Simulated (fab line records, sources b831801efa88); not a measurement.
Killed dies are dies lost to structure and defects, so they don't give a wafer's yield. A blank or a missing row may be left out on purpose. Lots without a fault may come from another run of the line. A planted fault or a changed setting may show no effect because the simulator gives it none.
Which tool did it? | flow sky130 | 13 lots, 39 wafers sampled, at 3 steps of a route of 708

WHAT THE GAUGES READ, wafer by wafer
SKY_PWDE_OVL_MEAS_07.
lot  | measured    | on         | PWDE_OVL (nm)
L217 | day 3 16:53 | overlay-01 | 0.2 0.7 -1.8
L218 | day 4 00:05 | overlay-02 | 1.5 0.7 -1.0
L219 | day 4 08:59 | overlay-01 | 2.0 2.8 1.9
L220 | day 4 15:05 | overlay-01 | -0.3 -2.1 -2.5
L226 | day 6 05:12 | overlay-01 | 1.9 4.1 2.3
L230 | day 6 17:35 | overlay-01 | -0.2 -1.5 -2.4
L231 | day 6 23:38 | overlay-01 | -0.4 1.3 -0.8
L233 | day 8 01:44 | overlay-02 | 1.4 0.7 1.8
L234 | day 8 10:01 | overlay-02 | -0.5 -0.9 -1.2
L235 | day 8 10:08 | overlay-01 | 1.4 1.1 -0.6
L238 | day 8 22:09 | overlay-02 | 1.5 0.4 1.8
L240 | day 9 06:47 | overlay-01 | 0.1 0.4 -0.8
L239 | day 9 07:08 | overlay-01 | 1.1 3.2 -0.8

SKY_POLY_GATE_THK_MEAS_04.
lot  | measured     | on            | POLY_GATE_CVD_03_THK (nm)
L217 | day 14 20:43 | film_metro-04 | 74.8 74.4 75.3
L218 | day 15 04:30 | film_metro-02 | 75.0 74.8 74.9
L219 | day 16 00:29 | film_metro-04 | 75.1 75.3 75.7
L220 | day 16 07:17 | film_metro-04 | 74.3 73.9 74.3
L226 | day 18 19:04 | film_metro-03 | 75.3 75.0 75.1
L230 | day 19 09:53 | film_metro-02 | 74.9 74.5 73.5
L231 | day 20 04:51 | film_metro-03 | 74.3 74.0 74.3
L233 | day 21 18:15 | film_metro-03 | 75.2 75.1 76.0
L234 | day 22 16:02 | film_metro-03 | 74.6 74.8 74.2
L235 | day 22 17:24 | film_metro-03 | 73.5 73.8 74.6
L238 | day 23 01:22 | film_metro-02 | 74.7 74.2 74.7
L240 | day 23 09:21 | film_metro-04 | 73.2 74.1 74.1
L239 | day 23 11:21 | film_metro-03 | 75.0 75.3 74.7

WHICH TOOL RAN EACH LOT (tool, then ch and the chambers of the sampled wafers, then the start)
lot  | SKY_VT_ADJUST_HVTR_IMPLANT_09
L217 | implanter-01 ch 0, day 9 02:53
L218 | implanter-03 ch 0, day 9 10:43
L219 | implanter-02 ch 0, day 10 00:06
L220 | implanter-03 ch 0, day 10 06:04
L226 | implanter-01 ch 0, day 12 10:47
L230 | implanter-01 ch 0, day 13 03:32
L231 | implanter-02 ch 0, day 13 12:49
L233 | implanter-03 ch 0, day 15 01:14
L234 | implanter-02 ch 0, day 15 11:37
L235 | implanter-02 ch 0, day 15 11:55
L238 | implanter-03 ch 0, day 16 04:05
L240 | implanter-02 ch 0, day 16 13:29
L239 | implanter-01 ch 0, day 16 14:44
- SKY_VT_ADJUST_HVTR_IMPLANT_09

WHAT THE TOOLS THEMSELVES READ (means of the sampled wafers that have a number; where no wafer has one, the mark that the record gives instead)
SKY_VT_ADJUST_HVTR_IMPLANT_09.
lot  | tool         | dose_ions_cm2
L217 | implanter-01 | 2.1035e+12
L218 | implanter-03 | 2.1006e+12
L219 | implanter-02 | 2.1011e+12
L220 | implanter-03 | 2.0996e+12
L226 | implanter-01 | 2.0558e+12
L230 | implanter-01 | 2.0538e+12
L231 | implanter-02 | 2.1012e+12
L233 | implanter-03 | 2.1021e+12
L234 | implanter-02 | 2.1009e+12
L235 | implanter-02 | 2.0998e+12
L238 | implanter-03 | 2.1014e+12
L240 | implanter-02 | 2.0998e+12
L239 | implanter-01 | 2.0993e+12

THE ANSWER, worked out from the rows above alone
Rule: what is usual is taken from the lots themselves. Put in order of their means at a reading, lots are off if they are a third of the lots or fewer, leave a main group of 4 or more, and stand apart from it by a gap of 3 or more times the standard deviation of the main group's means; of several such gaps the widest counts. A main group whose means are all the same, to the digits that the tables above print for the reading, isn't used. A lot without any number at a reading at which 4 lots or more have one is off too. The other lots that the step has rows for count as sound. The gauges are gone through in route order, then the tools' own readings, and for those a lot's mean is taken as printed above. The first step at which some lot is off is used, and at that step the reading that is off furthest; a lot without a number counts as furthest.
Off: L226, L230, at SKY_VT_ADJUST_HVTR_IMPLANT_09 (dose_ions_cm2). The main group: mean 2.1008e+12, standard deviation 1.2e+09.
A tool fits if, at that step or a process step before it, it ran every lot that is off, and no sound lot after the first of them. None of those tried fits.

WHAT THE SIMULATOR HAD PUT IN
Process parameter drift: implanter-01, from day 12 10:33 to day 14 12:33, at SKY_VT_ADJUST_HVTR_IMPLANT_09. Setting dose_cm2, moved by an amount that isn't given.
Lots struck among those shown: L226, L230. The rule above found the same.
